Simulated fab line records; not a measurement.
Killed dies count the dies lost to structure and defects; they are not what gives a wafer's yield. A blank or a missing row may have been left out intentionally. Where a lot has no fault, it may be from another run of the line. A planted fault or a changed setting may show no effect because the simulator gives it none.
fab line records | flow sfqLine
record: lots: 14 | wafers: 41 | lastDay: 92
route steps=325 shown M2@89 I4@163 M7@283
lots that met no fault: from a run of the same line without faults
startH: hours from the record's first day to the start of the lot's first wafer shown | waitH: hours from the lot's prior step to this one | " the same as in the row above | L1.1+2: several wafers, shown together as one row | - either no value or no given start | * or withheld: withheld | < > ~ a bound
route shown NAME@n: a module of which the file shows steps, and the number in the route of the first | usual: mean/standard deviation of fault-free wafers | same: alike in all rows | chamber/n: place in a boat | sites: per-site readings | _std_site: standard deviation across them | _edge_site: mean of outer sites minus mean of inner sites | radiusMm: how far each site lies from the wafer's centre | mask NAME#n: copy n | behind: the last tool/chamber to shape the wafer | hold: what put the lot on hold/how long, in hours/how the hold closed | device: which transistor (n, p or np) failed to switch | end of line: the same wafers' tests at the end of the route | a step with no rows: only its recipe | killed: dies that structure and defects cost at the first sort, which is not the same as the wafer's yield | map: dies across one wafer; x = killed, . = not, _ = none there
set.NAME: the run value of the setting; set.NAME@STEP: its run value at that earlier step | model.NAME: the simulator's own value behind a step, which no gauge read
steps of the route over a sample of lots; a table a step, a row a wafer
services: the hour from which a tool's chamber was out of use, counted from the record's first day as startH (under 0 if before that day), plus the number of hours and why
== steps ==
step: SFQ_TRILAYER_M2_DEP_SPUTTER_055
recipe: material: Nb | basePressurePa: 1.33e-06 | chamberPressurePa: 0.1333 | substrateTempC: 20 | resputterCathodeVoltageV: 400 | targetThkNm: 200 | powerW: 2000 | timeS: 133.3
usual: throttleValvePct: 30.1/1.1
lot.wafer | tool          | chamber | startH | waitH | throttleValvePct
L662.2    | pvdSputter-06 | -       | 403.73 | 0.0   | 29.1
L662.5    | "             | -       | "      | "     | 28.7
L662.6    | "             | -       | "      | "     | 30.0
L664.1    | pvdSputter-06 | -       | 412.15 | 0.0   | 31.0
L664.4    | "             | -       | "      | "     | 28.7
L664.5    | "             | -       | "      | "     | 31.3
L665.3    | pvdSputter-05 | -       | 417.53 | 0.0   | 30.2
L665.4    | "             | -       | "      | "     | 31.1
L665.6    | "             | -       | "      | "     | 28.2
L667.4    | pvdSputter-04 | -       | 435.72 | 0.0   | 31.1
L667.5    | "             | -       | "      | "     | 31.1
L667.6    | "             | -       | "      | "     | 29.2
L669.2    | pvdSputter-05 | -       | 451.28 | 0.0   | 30.1
L669.3    | "             | -       | "      | "     | 31.0
L669.6    | "             | -       | "      | "     | 30.1
L670.2    | pvdSputter-04 | -       | 453.68 | 0.0   | 30.9
L670.5    | "             | -       | "      | "     | 29.1
L670.6    | "             | -       | "      | "     | 31.1
L671.2    | pvdSputter-05 | -       | 469.28 | 0.0   | 28.4
L671.3    | "             | -       | "      | "     | 30.1
L671.6    | "             | -       | "      | "     | 28.2
L672.1    | pvdSputter-06 | -       | 476.48 | 0.0   | 30.1
L672.4    | "             | -       | "      | "     | 28.8
L672.6    | "             | -       | "      | "     | 31.3
L673.1    | pvdSputter-04 | -       | 492.54 | 0.0   | 29.3
L673.3    | "             | -       | "      | "     | 30.8
L673.4    | "             | -       | "      | "     | 31.0
L676.3    | pvdSputter-04 | -       | 516.56 | 0.0   | 30.6
L676.5    | "             | -       | "      | "     | 30.8
L676.6    | "             | -       | "      | "     | 29.0
L678.2    | pvdSputter-06 | -       | 551.80 | 0.0   | 28.9
L678.3    | "             | -       | "      | "     | 30.2
L681.2    | pvdSputter-06 | -       | 581.39 | 0.0   | 28.8
L681.5    | "             | -       | "      | "     | 28.9
L681.6    | "             | -       | "      | "     | 28.8
L682.1    | pvdSputter-05 | -       | 583.79 | 0.0   | 29.9
L682.3    | "             | -       | "      | "     | 28.1
L682.5    | "             | -       | "      | "     | 28.4
L684.3    | pvdSputter-04 | -       | 606.31 | 0.0   | 30.7
L684.4    | "             | -       | "      | "     | 31.2
L684.5    | "             | -       | "      | "     | 29.2
step: SFQ_M2_RS_MEAS_914
recipe: thkMeasGauge: four-point-probe | reads: Nb_of_TRILAYER_M2_DEP_SPUTTER_055
usual: M2_NB_RS: 0.896/0.0097
lot.wafer | tool         | chamber | startH | waitH | M2_NB_RS[ohm/sq]
L662.2    | filmMetro-01 | -       | 403.84 | 0.1   | 0.903
L662.5    | "            | -       | "      | "     | 0.908
L662.6    | "            | -       | "      | "     | 0.897
L664.1    | filmMetro-01 | -       | 412.24 | 0.0   | 0.892
L664.4    | "            | -       | "      | "     | 0.901
L664.5    | "            | -       | "      | "     | 0.889
L665.3    | filmMetro-03 | -       | 417.66 | 0.1   | 0.884
L665.4    | "            | -       | "      | "     | 0.893
L665.6    | "            | -       | "      | "     | 0.900
L667.4    | filmMetro-01 | -       | 435.83 | 0.1   | 0.882
L667.5    | "            | -       | "      | "     | 0.884
L667.6    | "            | -       | "      | "     | 0.894
L669.2    | filmMetro-02 | -       | 451.39 | 0.1   | 0.884
L669.3    | "            | -       | "      | "     | 0.896
L669.6    | "            | -       | "      | "     | 0.890
L670.2    | filmMetro-03 | -       | 453.79 | 0.1   | 0.895
L670.5    | "            | -       | "      | "     | 0.895
L670.6    | "            | -       | "      | "     | 0.895
L671.2    | filmMetro-02 | -       | 469.39 | 0.1   | 0.906
L671.3    | "            | -       | "      | "     | 0.885
L671.6    | "            | -       | "      | "     | 0.899
L672.1    | filmMetro-01 | -       | 476.57 | 0.0   | 0.902
L672.4    | "            | -       | "      | "     | 0.901
L672.6    | "            | -       | "      | "     | 0.900
L673.1    | filmMetro-03 | -       | 492.63 | 0.0   | 0.898
L673.3    | "            | -       | "      | "     | 0.898
L673.4    | "            | -       | "      | "     | 0.884
L676.3    | filmMetro-03 | -       | 516.69 | 0.1   | 0.901
L676.5    | "            | -       | "      | "     | 0.894
L676.6    | "            | -       | "      | "     | 0.892
L678.2    | filmMetro-02 | -       | 551.91 | 0.1   | 1.223
L678.3    | "            | -       | "      | "     | 1.211
L681.2    | filmMetro-01 | -       | 581.50 | 0.1   | 1.218
L681.5    | "            | -       | "      | "     | 0.898
L681.6    | "            | -       | "      | "     | 0.897
L682.1    | filmMetro-03 | -       | 583.88 | 0.0   | 0.885
L682.3    | "            | -       | "      | "     | 0.893
L682.5    | "            | -       | "      | "     | 0.890
L684.3    | filmMetro-03 | -       | 606.44 | 0.1   | 0.919
L684.4    | "            | -       | "      | "     | 0.897
L684.5    | "            | -       | "      | "     | 0.914
step: SFQ_TRILAYER_M2_ETCH_METAL_ETCH_060
recipe: target: Nb | stopOn: SiO2 | maskMaterial: PR | chemistry: Cl2/Ar | targetDepthNm: 240 | icpW: 600 | biasW: 80 | pressureMtorr: 10 | timeS: 120
usual: biasW: 80.02/0.26 | chamberPressureMTorr: 9.999/0.0082 | drypumpMotorCurrentA: 5.91/0.26 | oesProductAu: 0.891/0.0069
lot.wafer | tool        | chamber | startH | waitH | biasW | chamberPressureMTorr | drypumpMotorCurrentA | oesProductAu | rfHoursCounterH
L662.2    | rieMetal-04 | 0       | 532.90 | 0.0   | 79.96 | 9.986                | 5.80                 | 0.891        | 56
L662.5    | "           | 1       | "      | "     | 80.61 | 9.990                | 6.15                 | 0.881        | -
L662.6    | "           | 0       | "      | "     | 80.42 | 9.991                | 5.79                 | 0.893        | -
L664.1    | rieMetal-04 | 0       | 544.90 | 0.0   | 79.81 | 10.004               | 5.77                 | 0.885        | 58
L664.4    | "           | 0       | "      | "     | 79.81 | 10.002               | 5.76                 | 0.887        | -
L664.5    | "           | 1       | "      | "     | 79.51 | 10.006               | 6.13                 | 0.899        | -
L665.3    | rieMetal-04 | 0       | 552.14 | 0.1   | 80.00 | 9.992                | 5.74                 | 0.900        | -
L665.4    | "           | 1       | "      | "     | 80.07 | 10.002               | 6.16                 | 0.893        | -
L665.6    | "           | 1       | "      | "     | 80.07 | 9.994                | 6.14                 | 0.890        | -
L667.4    | rieMetal-02 | 0       | 574.97 | 0.1   | 79.84 | 9.995                | 5.46                 | 0.900        | -
L667.5    | "           | 0       | "      | "     | 80.04 | 9.984                | 5.46                 | 0.902        | -
L667.6    | "           | 1       | "      | "     | 80.35 | 9.985                | 6.29                 | 0.898        | -
L669.2    | rieMetal-02 | 0       | 594.44 | 0.0   | 80.36 | 10.022               | 5.47                 | 0.898        | 5
L669.3    | "           | 1       | "      | "     | 80.12 | 10.018               | 6.31                 | 0.887        | -
L669.6    | "           | 1       | "      | "     | 80.23 | 9.990                | 6.28                 | 0.898        | -
L670.2    | rieMetal-03 | 0       | 595.64 | 0.0   | 80.68 | 9.993                | 5.90                 | 0.893        | 75
L670.5    | "           | 1       | "      | "     | 79.87 | 9.993                | 5.73                 | 0.888        | -
L670.6    | "           | 0       | "      | "     | 80.54 | 9.999                | 5.92                 | 0.889        | -
L671.2    | rieMetal-04 | 0       | 611.24 | 0.0   | 80.32 | 10.000               | 5.81                 | 0.882        | 67
L671.3    | "           | 0       | "      | "     | 80.35 | 9.992                | 5.76                 | 0.889        | -
L671.6    | "           | 1       | "      | "     | 79.97 | 10.002               | 6.13                 | 0.885        | -
L672.1    | rieMetal-04 | 0       | 620.84 | 0.0   | 79.83 | 9.991                | 5.77                 | 0.894        | 67
L672.4    | "           | 0       | "      | "     | 79.99 | 9.995                | 5.76                 | 0.887        | -
L672.6    | "           | 1       | "      | "     | 79.94 | 10.009               | 6.19                 | 0.889        | -
L673.1    | rieMetal-03 | 1       | 636.56 | 0.0   | 80.15 | 10.002               | 5.71                 | 0.894        | 41
L673.3    | "           | 0       | "      | "     | 80.54 | 9.993                | 5.89                 | 0.882        | -
L673.4    | "           | 1       | "      | "     | 79.90 | 10.005               | 5.69                 | 0.909        | -
L676.3    | rieMetal-02 | 0       | 665.98 | 0.1   | 79.94 | 9.985                | 5.47                 | 0.899        | -
L676.5    | "           | 0       | "      | "     | 79.57 | 10.003               | 5.47                 | 0.894        | -
L676.6    | "           | 1       | "      | "     | 80.00 | 9.990                | 6.31                 | 0.892        | -
L678.2    | rieMetal-03 | 0       | 698.58 | 0.0   | 79.34 | 9.983                | 5.87                 | 0.757        | 88
L678.3    | "           | 1       | "      | "     | 79.94 | 9.992                | 5.74                 | 0.758        | -
L681.2    | rieMetal-04 | 1       | 732.91 | 0.0   | 80.25 | 10.011               | 6.16                 | 0.754        | 48
L681.5    | "           | 0       | "      | "     | 80.23 | 9.997                | 5.78                 | 0.888        | -
L681.6    | "           | 1       | "      | "     | 80.00 | 9.997                | 6.17                 | 0.888        | -
L682.1    | rieMetal-03 | 0       | 734.11 | 0.0   | 80.08 | 9.996                | 5.90                 | 0.898        | 92
L682.3    | "           | 1       | "      | "     | 79.83 | 10.003               | 5.71                 | 0.896        | -
L682.5    | "           | 1       | "      | "     | 79.65 | 9.999                | 5.74                 | 0.894        | -
L684.3    | rieMetal-03 | 1       | 767.91 | 0.1   | 79.40 | 10.008               | 5.77                 | 0.880        | -
L684.4    | "           | 0       | "      | "     | 79.97 | 10.000               | 5.88                 | 0.895        | -
L684.5    | "           | 0       | "      | "     | 79.90 | 10.005               | 5.87                 | 0.880        | -
step: SFQ_TRILAYER_I4_DEP_PECVD_099
recipe: material: SiO2 | tempC: 150 | timeS: 111.11 | pressureTorr: 2.4 | rfW: 183.3 | precursor: SiH4/N2O | targetThkNm: 500
usual: heaterPowerW: 89/15 | throttleValvePct: 24.5/1.7
lot.wafer | tool     | chamber | startH  | waitH | heaterPowerW | throttleValvePct
L662.2    | pecvd-03 | 1       | 1053.37 | 0.0   | 77           | 24.2
L662.5    | "        | 1       | "       | "     | 64           | 24.3
L662.6    | "        | 0       | "       | "     | 80           | 27.0
L664.1    | pecvd-02 | 1       | 1055.77 | 0.0   | 103          | 24.5
L664.4    | "        | 1       | "       | "     | 110          | 24.2
L664.5    | "        | 2       | "       | "     | 87           | 22.7
L665.3    | pecvd-03 | 1       | 1056.97 | 0.0   | 72           | 24.2
L665.4    | "        | 1       | "       | "     | 74           | 24.1
L665.6    | "        | 0       | "       | "     | 85           | 27.1
L667.4    | pecvd-01 | 2       | 1072.70 | 0.0   | 83           | 24.5
L667.5    | "        | 0       | "       | "     | 85           | 23.3
L667.6    | "        | 1       | "       | "     | 122          | 24.0
L669.2    | pecvd-01 | 2       | 1085.15 | 0.0   | 94           | 24.6
L669.3    | "        | 0       | "       | "     | 76           | 23.7
L669.6    | "        | 0       | "       | "     | 77           | 23.5
L670.2    | pecvd-03 | 1       | 1087.55 | 0.0   | 69           | 24.4
L670.5    | "        | 1       | "       | "     | 72           | 24.4
L670.6    | "        | 2       | "       | "     | 88           | 26.2
L671.2    | pecvd-01 | 0       | 1101.32 | 0.0   | 80           | 23.6
L671.3    | "        | 2       | "       | "     | 88           | 24.6
L671.6    | "        | 2       | "       | "     | 92           | 24.7
L672.1    | pecvd-03 | 2       | 1107.18 | 0.0   | 104          | 26.3
L672.4    | "        | 0       | "       | "     | 75           | 27.1
L672.6    | "        | 2       | "       | "     | 86           | 26.8
L673.1    | pecvd-03 | 2       | 1115.75 | 0.0   | 88           | 26.4
L673.3    | "        | 0       | "       | "     | 71           | 27.3
L673.4    | "        | 0       | "       | "     | 76           | 27.3
L676.3    | pecvd-03 | 2       | 1143.18 | 0.0   | 89           | 26.6
L676.5    | "        | 2       | "       | "     | 90           | 26.1
L676.6    | "        | 1       | "       | "     | 77           | 24.3
L678.2    | pecvd-01 | 0       | 1288.72 | 0.0   | 73           | 23.7
L678.3    | "        | 2       | "       | "     | 94           | 24.6
L681.2    | pecvd-03 | 1       | 1303.03 | 0.0   | 65           | 24.5
L681.5    | "        | 2       | "       | "     | 96           | 26.5
L681.6    | "        | 1       | "       | "     | 68           | 24.4
L682.1    | pecvd-01 | 0       | 1332.23 | 0.0   | 80           | 22.5
L682.3    | "        | 1       | "       | "     | 127          | 22.0
L682.5    | "        | 2       | "       | "     | 86           | 22.5
L684.3    | pecvd-02 | 2       | 1352.75 | 0.0   | 87           | 23.3
L684.4    | "        | 0       | "       | "     | 98           | 22.1
L684.5    | "        | 1       | "       | "     | 113          | 25.4
step: SFQ_M7_RS_MEAS_943
recipe: thkMeasGauge: four-point-probe | reads: Nb_of_TRILAYER_M7_DEP_SPUTTER_175
usual: M7_NB_RS: 0.889/0.0079
lot.wafer | tool         | chamber | startH  | waitH | M7_NB_RS[ohm/sq]
L662.2    | filmMetro-04 | -       | 1707.51 | 0.1   | 0.889
L662.5    | "            | -       | "       | "     | 0.898
L662.6    | "            | -       | "       | "     | 0.892
L664.1    | filmMetro-01 | -       | 1803.67 | 0.0   | 0.900
L664.4    | "            | -       | "       | "     | 0.893
L664.5    | "            | -       | "       | "     | 0.897
L665.3    | filmMetro-04 | -       | 1809.47 | 0.1   | 0.871
L665.4    | "            | -       | "       | "     | 0.885
L665.6    | "            | -       | "       | "     | 0.882
L667.4    | filmMetro-01 | -       | 1817.14 | 0.1   | 0.889
L667.5    | "            | -       | "       | "     | 0.900
L667.6    | "            | -       | "       | "     | 0.900
L669.2    | filmMetro-02 | -       | 1820.54 | 0.1   | 0.887
L669.3    | "            | -       | "       | "     | 0.885
L669.6    | "            | -       | "       | "     | 0.893
L670.2    | filmMetro-04 | -       | 1825.94 | 0.1   | 0.896
L670.5    | "            | -       | "       | "     | 0.898
L670.6    | "            | -       | "       | "     | 0.899
L671.2    | filmMetro-01 | -       | 1916.47 | 0.1   | 0.892
L671.3    | "            | -       | "       | "     | 0.889
L671.6    | "            | -       | "       | "     | 0.886
L672.1    | filmMetro-01 | -       | 1920.05 | 0.0   | 0.888
L672.4    | "            | -       | "       | "     | 0.891
L672.6    | "            | -       | "       | "     | 0.891
L673.1    | filmMetro-02 | -       | 1924.85 | 0.0   | 0.892
L673.3    | "            | -       | "       | "     | 0.898
L673.4    | "            | -       | "       | "     | 0.897
L676.3    | filmMetro-01 | -       | 1943.14 | 0.1   | 0.901
L676.5    | "            | -       | "       | "     | 0.904
L676.6    | "            | -       | "       | "     | 0.899
L678.2    | filmMetro-01 | -       | 1952.72 | 0.1   | 0.891
L678.3    | "            | -       | "       | "     | 0.886
L681.2    | filmMetro-02 | -       | 1999.65 | 0.1   | 0.897
L681.5    | "            | -       | "       | "     | 0.899
L681.6    | "            | -       | "       | "     | 0.894
L682.1    | filmMetro-04 | -       | 2024.30 | 0.0   | 0.873
L682.3    | "            | -       | "       | "     | 0.888
L682.5    | "            | -       | "       | "     | 0.870
L684.3    | filmMetro-02 | -       | 2037.54 | 0.1   | 0.890
L684.4    | "            | -       | "       | "     | 0.889
L684.5    | "            | -       | "       | "     | 0.891
step: SFQ_TRILAYER_M7_STRIP_STRIP_181
recipe: gas: O2 | powerW: 200 | platenTempC: 40 | overashFraction: 0.65 | chemistry: O2 | pressureMtorr: 50
usual: chamberPressureMTorr: 50.00/0.048 | drypumpMotorCurrentA: 5.70/0.22 | oesProductAu: 1.001/0.0086
lot.wafer | tool        | chamber | startH  | waitH | chamberPressureMTorr | drypumpMotorCurrentA | oesProductAu | rfHoursCounterH
L662.2    | rieMetal-03 | 0       | 1711.33 | 0.1   | 49.93                | 5.89                 | 0.993        | 78
L662.5    | "           | 0       | "       | "     | 50.01                | 5.94                 | 1.009        | -
L662.6    | "           | 1       | "       | "     | 50.00                | 5.75                 | 1.000        | -
L664.1    | rieMetal-01 | 0       | 1807.36 | 0.1   | 49.97                | 5.52                 | 1.008        | 116
L664.4    | "           | 0       | "       | "     | 50.04                | 5.53                 | 1.014        | -
L664.5    | "           | 1       | "       | "     | 50.00                | 5.45                 | 1.006        | -
L665.3    | rieMetal-03 | 0       | 1812.64 | 0.2   | 49.92                | 5.91                 | 0.993        | -
L665.4    | "           | 1       | "       | "     | 49.97                | 5.71                 | 0.989        | -
L665.6    | "           | 1       | "       | "     | 50.03                | 5.76                 | 0.995        | -
L667.4    | rieMetal-01 | 0       | 1821.04 | 0.2   | 49.89                | 5.51                 | 1.017        | -
L667.5    | "           | 0       | "       | "     | 49.94                | 5.48                 | 1.030        | -
L667.6    | "           | 1       | "       | "     | 49.99                | 5.46                 | 1.009        | -
L669.2    | rieMetal-01 | 1       | 1823.24 | 0.1   | 50.02                | 5.46                 | 1.001        | 97
L669.3    | "           | 1       | "       | "     | 49.98                | 5.46                 | 0.999        | -
L669.6    | "           | 0       | "       | "     | 50.00                | 5.53                 | 1.007        | -
L670.2    | rieMetal-01 | 0       | 1832.13 | 0.1   | 49.97                | 5.53                 | 1.008        | 121
L670.5    | "           | 0       | "       | "     | 50.04                | 5.51                 | 1.014        | -
L670.6    | "           | 1       | "       | "     | 50.01                | 5.44                 | 0.998        | -
L671.2    | rieMetal-03 | 1       | 1919.48 | 0.1   | 50.02                | 5.71                 | 0.984        | 75
L671.3    | "           | 1       | "       | "     | 49.99                | 5.76                 | 0.986        | -
L671.6    | "           | 1       | "       | "     | 49.94                | 5.73                 | 0.986        | -
L672.1    | rieMetal-01 | 0       | 1922.70 | 0.1   | 50.03                | 5.50                 | 0.999        | 133
L672.4    | "           | 0       | "       | "     | 50.04                | 5.52                 | 0.994        | -
L672.6    | "           | 0       | "       | "     | 49.98                | 5.52                 | 1.001        | -
L673.1    | rieMetal-04 | 1       | 2019.84 | 0.1   | 50.02                | 6.17                 | 1.001        | 71
L673.3    | "           | 1       | "       | "     | 50.05                | 6.16                 | 1.008        | -
L673.4    | "           | 0       | "       | "     | 50.02                | 5.75                 | 1.005        | -
L676.3    | rieMetal-04 | 0       | 2035.64 | 0.2   | 50.02                | 5.79                 | 1.000        | -
L676.5    | "           | 1       | "       | "     | 50.01                | 6.13                 | 0.997        | -
L676.6    | "           | 0       | "       | "     | 50.00                | 5.80                 | 0.996        | -
L678.2    | rieMetal-03 | 1       | 2045.65 | 0.4   | 50.06                | 5.73                 | 0.991        | -
L678.3    | "           | 1       | "       | "     | 50.05                | 5.74                 | 0.992        | -
L681.2    | rieMetal-04 | 1       | 2089.37 | 0.1   | 50.00                | 6.16                 | 0.999        | 80
L681.5    | "           | 0       | "       | "     | 49.99                | 5.78                 | 0.989        | -
L681.6    | "           | 1       | "       | "     | 50.08                | 6.12                 | 0.999        | -
L682.1    | rieMetal-01 | 0       | 2109.30 | 0.2   | 50.05                | 5.51                 | 1.017        | 23
L682.3    | "           | 0       | "       | "     | 49.94                | 5.53                 | 1.010        | -
L682.5    | "           | 0       | "       | "     | 49.98                | 5.52                 | 1.013        | -
L684.3    | rieMetal-01 | 1       | 2117.72 | 0.2   | 49.97                | 5.46                 | 0.986        | -
L684.4    | "           | 0       | "       | "     | 49.97                | 5.52                 | 1.005        | -
L684.5    | "           | 1       | "       | "     | 49.98                | 5.45                 | 0.999        | -
== services ==
tool        | chamber | startH  | hours | kind
rieMetal-04 | -       | 445.59  | 0.4   | repair
rieMetal-03 | 0       | 500.40  | 8.5   | repair
rieMetal-03 | 0       | 705.14  | 8.4   | repair
rieMetal-03 | -       | 821.86  | 2.8   | pm
rieMetal-04 | -       | 1038.78 | 0.9   | repair
rieMetal-03 | -       | 1045.41 | 0.5   | repair
rieMetal-03 | -       | 1127.90 | 1.1   | repair
rieMetal-04 | -       | 1183.46 | 2.8   | pm
rieMetal-04 | -       | 1271.19 | 2.3   | repair
rieMetal-04 | -       | 1306.57 | 0.8   | repair
rieMetal-03 | -       | 1332.52 | 0.1   | repair
rieMetal-04 | 1       | 1376.83 | 8.4   | repair
rieMetal-04 | -       | 1447.71 | 1.4   | pm
rieMetal-04 | 0       | 1605.45 | 19.5  | repair
rieMetal-04 | -       | 1625.63 | 0.6   | repair
rieMetal-03 | -       | 1633.16 | 1.1   | repair
rieMetal-04 | -       | 1676.10 | 3.3   | repair
rieMetal-04 | -       | 1747.19 | 0.8   | repair
rieMetal-04 | 1       | 1758.98 | 3.3   | repair
rieMetal-04 | -       | 1804.38 | 14.6  | pm
rieMetal-04 | -       | 1842.25 | 0.8   | repair
rieMetal-04 | 1       | 1879.19 | 17.4  | repair
rieMetal-04 | 0       | 1944.04 | 10.8  | repair
rieMetal-04 | -       | 2002.76 | 4.1   | repair
== key ==
firstSign: step: SFQ_M2_RS_MEAS_914 | reading: M2_NB_RS | direction: up | sigmas: 33 | usual: 0.896 | struck: 1.218
effect: step: SFQ_TRILAYER_M2_ETCH_METAL_ETCH_060 | reading: oesProductAu | direction: down | sigmas: 20 | usual: 0.891 | struck: 0.757
metAt SFQ_TRILAYER_M2_DEP_SPUTTER_055
struckLots L678,L681
struckWafers L678.2,L678.3,L681.2
notActingAt SFQ_TRILAYER_I4_DEP_PECVD_099,SFQ_M7_RS_MEAS_943,SFQ_TRILAYER_M7_STRIP_STRIP_181
onsetBetween 476.48 551.80
fault: kind: processParameterDrift | tool: pvdSputter-06 | chamber: - | onsetH: 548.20 | steps: SFQ_TRILAYER_M2_DEP_SPUTTER_055 | channel: timeS | offset: * | shape: step | endH: 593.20 | scope: struckWafersOnly | actsIn: * | stated: *
